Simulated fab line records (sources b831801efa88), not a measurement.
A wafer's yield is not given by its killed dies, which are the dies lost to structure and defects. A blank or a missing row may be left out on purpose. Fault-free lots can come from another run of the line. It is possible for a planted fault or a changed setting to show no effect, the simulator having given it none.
Which tool was responsible? | flow gf180mcu | 21 wafers from 7 lots sampled at 2 of the route's 602 steps

WHAT EACH GAUGE READ, for each wafer
GF_M2_CD_MEAS_14: target cd 280 nm.
lot  | measured     | on        | cd_nm (nm)
L142 | day 19 20:26 | cd_sem-01 | 280.9 280.4 280.7
L146 | day 21 05:43 | cd_sem-02 | 279.2 279.1 279.5
L149 | day 22 08:40 | cd_sem-01 | 280.0 280.8 281.3
L150 | day 23 02:55 | cd_sem-02 | 279.4 279.4 280.4
L153 | day 23 21:29 | cd_sem-01 | 282.1 281.5 281.8
L156 | day 24 16:58 | cd_sem-01 | 247.6 249.7 266.4 248.0 249.9 266.0
L164 | day 27 10:25 | cd_sem-01 | 280.8 281.1 281.2

WHAT TOOL EACH LOT RAN ON (gives the tool, then ch and the chambers of the sampled wafers, and finally the start)
lot  | GF_M2_EXPOSE_11
L142 | krf_scanner-01 ch 0, day 19 08:29
L146 | krf_scanner-02 ch 0, day 20 17:43
L149 | krf_scanner-02 ch 0, day 21 21:30
L150 | krf_scanner-02 ch 0, day 22 15:10
L153 | krf_scanner-02 ch 0, day 23 10:20
L156 | krf_scanner-02 ch 0, day 24 06:26
L164 | krf_scanner-01 ch 0, day 27 00:11
- GF_M2_EXPOSE_11: exposes mask Metal2, target cd 280 nm.

THE ANSWER, worked out from the rows above alone
Rule: usual is defined by the lots themselves. The widest of any qualifying gaps counts: lots, ordered by their means at a reading, are off when they make up no more than a third of the lots, leave a main group of 4 or more, and stand apart from it by 3 or more times the standard deviation of that group's means. The tables above print the reading to a certain number of digits; a main group whose means all agree to those digits is not used. Also off: a lot with no number at a reading for which 4 or more lots have one. The other lots that the step has rows for count as sound.
Off, at GF_M2_CD_MEAS_14 on cd_nm: L156. The main group: mean 280.5 nm, standard deviation 0.83.
If a tool, at a process step before that reading, ran all the lots that are off and no sound lot after the first of them, it fits. The gauges at GF_M2_CD_MEAS_14 are tried like those tools. One fits: krf_scanner-02 at GF_M2_EXPOSE_11. A fault onset in the window from L153 (day 23 10:20, its last sound lot) to L156 (day 24 06:26, its first lot off) fits.

WHAT THE SIMULATOR PUT IN
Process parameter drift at GF_M2_EXPOSE_11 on krf_scanner-02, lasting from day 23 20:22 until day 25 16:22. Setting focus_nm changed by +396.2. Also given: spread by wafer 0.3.
Shown lots that were struck: L156. The rule given above showed the same thing.
